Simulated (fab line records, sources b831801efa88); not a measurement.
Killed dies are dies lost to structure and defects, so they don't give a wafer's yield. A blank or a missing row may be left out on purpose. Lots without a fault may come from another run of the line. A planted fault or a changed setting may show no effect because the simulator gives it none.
Which tool did it? | flow gf180mcu | 13 lots, 39 wafers sampled, at 6 steps of a route of 602

WHAT THE GAUGES READ, wafer by wafer
GF_DNWELL_TW_MEAS_09. Usual: DNWELL_TW 1346, standard deviation 12.
lot  | measured    | on            | DNWELL_TW      | flag
L204 | day 2 18:18 | film_metro-01 | 1338 1339 1334 |
L205 | day 3 00:19 | film_metro-01 | 1341 1341 1343 |
L207 | day 3 09:43 | film_metro-02 | 1343 1339 1347 |
L209 | day 3 20:56 | film_metro-02 | 1354 1352 1348 |
L214 | day 5 10:52 | film_metro-04 | 1378 1363 1374 |
L217 | day 5 21:04 | film_metro-04 | 1365 1363 1367 |
L219 | day 6 10:38 | film_metro-04 | 1350 1348 1351 |
L218 | day 6 10:49 | film_metro-02 | 1337 1344 1336 |
L221 | day 6 16:22 | film_metro-02 | 1338 1332 1338 |
L220 | day 6 16:31 | film_metro-01 | 1343 1345 1346 |
L222 | day 6 19:41 | film_metro-01 | 1360 1360 1355 |
L224 | day 7 04:05 | film_metro-04 | 1345 1346 1349 |
L225 | day 7 12:53 | film_metro-01 | 1328 1330 1325 |

GF_MVPSD_OVL_MEAS_07. Usual: MVPSD_OVL 0.5 nm, standard deviation 1.3.
lot  | measured     | on         | MVPSD_OVL (nm) | flag
L204 | day 4 21:55  | overlay-02 | 1.4 0.0 1.0    |
L205 | day 5 04:46  | overlay-01 | -0.6 -0.3 -2.2 |
L207 | day 5 15:14  | overlay-01 | 2.5 2.1 1.0    |
L209 | day 6 03:03  | overlay-01 | 1.4 1.8 0.3    |
L214 | day 7 23:23  | overlay-01 | 0.9 0.4 1.6    |
L217 | day 8 11:04  | overlay-02 | 0.0 -1.6 -1.2  |
L219 | day 9 01:52  | overlay-01 | 1.8 3.4 1.3    |
L218 | day 9 03:18  | overlay-01 | 0.1 0.6 0.0    |
L221 | day 9 09:23  | overlay-01 | -0.3 1.4 0.3   |
L220 | day 9 09:31  | overlay-01 | 2.0 1.5 2.1    |
L222 | day 9 13:13  | overlay-01 | -3.5 -2.9 -3.3 |
L224 | day 9 23:16  | overlay-02 | -0.2 0.1 -0.4  |
L225 | day 10 09:25 | overlay-02 | 0.1 -0.5 -0.1  |

GF_VT_IMPLANT_OVL_MEAS_18. Usual: VT_IMPLANT_01_OVL 0.9 nm, standard deviation 1.5.
lot  | measured     | on         | VT_IMPLANT_01_OVL (nm) | flag
L204 | day 6 01:25  | overlay-01 | -1.0 0.0 -0.9          |
L205 | day 6 09:05  | overlay-02 | 0.4 -0.3 0.3           |
L207 | day 6 19:50  | overlay-01 | 0.9 1.4 1.3            |
L209 | day 7 09:20  | overlay-01 | 0.4 1.0 1.0            |
L214 | day 9 09:28  | overlay-01 | 0.2 1.4 2.0            |
L217 | day 9 21:59  | overlay-01 | - - -                  | OFF
L219 | day 10 12:32 | overlay-01 | 1.1 1.9 0.6            |
L218 | day 10 14:56 | overlay-02 | -0.6 -2.1 -2.0         |
L221 | day 10 20:56 | overlay-01 | 2.3 2.0 3.0            |
L220 | day 10 21:13 | overlay-01 | 1.6 1.3 2.1            |
L222 | day 11 01:40 | overlay-02 | 1.5 0.2 -0.4           |
L224 | day 11 11:32 | overlay-02 | -0.6 1.5 0.2           |
L225 | day 11 21:41 | overlay-01 | 3.5 4.8 1.0            |

GF_VT_IMPLANT_TW_MEAS_21. Usual: VT_IMPLANT_2_TW 1210, standard deviation 10.
lot  | measured     | on            | VT_IMPLANT_2_TW | flag
L204 | day 6 01:43  | film_metro-04 | 1218 1222 1213  |
L205 | day 6 09:22  | film_metro-01 | 1221 1221 1211  |
L207 | day 6 20:07  | film_metro-03 | 1201 1206 1206  |
L209 | day 7 09:38  | film_metro-01 | 1197 1191 1202  |
L214 | day 9 09:45  | film_metro-01 | 1195 1198 1193  |
L217 | day 9 22:16  | film_metro-04 | 30 30 30        | OFF
L219 | day 10 12:49 | film_metro-04 | 1224 1216 1215  |
L218 | day 10 15:14 | film_metro-03 | 1217 1217 1215  |
L221 | day 10 21:13 | film_metro-01 | 1204 1205 1205  |
L220 | day 10 21:31 | film_metro-03 | 1223 1222 1217  |
L222 | day 11 01:58 | film_metro-04 | 1213 1211 1211  |
L224 | day 11 11:49 | film_metro-01 | 1189 1193 1197  |
L225 | day 11 21:58 | film_metro-01 | 1188 1190 1194  |

WHICH TOOL RAN EACH LOT (tool, then ch and the chambers of the sampled wafers, then the start)
lot  | GF_DNWELL_STRIP_08                  | GF_VT_IMPLANT_EXPOSE_15
L204 | plasma_asher-04 ch 0,1, day 2 18:11 | iline_stepper-02 ch 0, day 5 18:32
L205 | plasma_asher-01 ch 0,1, day 3 00:13 | iline_stepper-01 ch 0, day 6 01:54
L207 | plasma_asher-04 ch 0,1, day 3 09:37 | iline_stepper-01 ch 0, day 6 13:17
L209 | plasma_asher-04 ch 0,1, day 3 20:52 | iline_stepper-01 ch 0, day 7 02:07
L214 | plasma_asher-04 ch 0,1, day 5 10:46 | iline_stepper-02 ch 0, day 9 01:11
L217 | plasma_asher-01 ch 0,1, day 5 20:58 | iline_stepper-01 ch 0, day 9 13:21
L219 | plasma_asher-04 ch 0,1, day 6 10:32 | iline_stepper-01 ch 0, day 10 04:03
L218 | plasma_asher-02 ch 0,1, day 6 10:43 | iline_stepper-01 ch 0, day 10 06:15
L221 | plasma_asher-04 ch 0,1, day 6 16:16 | iline_stepper-01 ch 0, day 10 12:08
L220 | plasma_asher-01 ch 0,1, day 6 16:25 | iline_stepper-02 ch 0, day 10 12:22
L222 | plasma_asher-02 ch 1, day 6 19:35   | iline_stepper-01 ch 0, day 10 16:28
L224 | plasma_asher-04 ch 0,1, day 7 03:59 | iline_stepper-01 ch 0, day 11 02:31
L225 | plasma_asher-04 ch 0,1, day 7 12:47 | iline_stepper-01 ch 0, day 11 12:36
- GF_DNWELL_STRIP_08: strips in O2/N2.
- GF_VT_IMPLANT_EXPOSE_15: exposes mask Nwell LV AREA, target cd 860 nm.

WHAT THE TOOLS THEMSELVES READ (means of the sampled wafers that have a number; where no wafer has one, the mark that the record gives instead)
GF_DNWELL_STRIP_08. Usual: drypump_motor_current_A 5.51 A, standard deviation 0.16; heater_power_w 334 W, standard deviation 19; oes_product_au 0.722 a.u., standard deviation 0.0046; strip_time_to_endpoint_s 36.95 s, standard deviation 0.086.
lot  | tool            | drypump_motor_current_A (A) | heater_power_w (W) | oes_product_au (a.u.) | strip_time_to_endpoint_s (s) | flag
L204 | plasma_asher-04 | 5.56                        | 325                | 0.719                 | 36.84                        |
L205 | plasma_asher-01 | 5.47                        | 353                | 0.725                 | 36.88                        |
L207 | plasma_asher-04 | 5.56                        | 322                | 0.721                 | 36.93                        |
L209 | plasma_asher-04 | 5.56                        | 323                | 0.723                 | 36.93                        |
L214 | plasma_asher-04 | 5.54                        | 322                | 0.721                 | 36.97                        |
L217 | plasma_asher-01 | 5.48                        | 342                | 0.721                 | 37.01                        |
L219 | plasma_asher-04 | 5.40                        | 327                | 0.723                 | 36.92                        |
L218 | plasma_asher-02 | 5.61                        | 341                | 0.720                 | 36.97                        |
L221 | plasma_asher-04 | 5.55                        | 321                | 0.727                 | 36.93                        |
L220 | plasma_asher-01 | 5.48                        | 358                | 0.722                 | 36.96                        |
L222 | plasma_asher-02 | 5.69                        | 334                | 0.728                 | 36.89                        |
L224 | plasma_asher-04 | 5.55                        | 322                | 0.724                 | 36.86                        |
L225 | plasma_asher-04 | 5.41                        | 327                | 0.721                 | 36.90                        |

THE ANSWER, worked out from the rows above alone
Rule: a lot is off if the mean of its wafers that have a number lies more than 3 standard deviations from the usual mean. A lot without any number at a reading at which 4 lots or more have one is off too. The other lots that the step has rows for count as sound. The gauges are gone through in route order, then the tools' own readings, and for those a lot's mean is taken as printed above. The first step at which some lot is off is used, and at that step the reading that is off furthest; a lot without a number counts as furthest.
Off: L217, at GF_VT_IMPLANT_OVL_MEAS_18 (VT_IMPLANT_01_OVL). Without a number there: L217.
A tool fits if, at a process step before that reading, it ran every lot that is off, and no sound lot after the first of them. The gauges at GF_VT_IMPLANT_OVL_MEAS_18 aren't tried: what is off there is off at GF_VT_IMPLANT_TW_MEAS_21 too, on other tools, and a gauge's error can't cause that. None of those tried fits.

WHAT THE SIMULATOR HAD PUT IN
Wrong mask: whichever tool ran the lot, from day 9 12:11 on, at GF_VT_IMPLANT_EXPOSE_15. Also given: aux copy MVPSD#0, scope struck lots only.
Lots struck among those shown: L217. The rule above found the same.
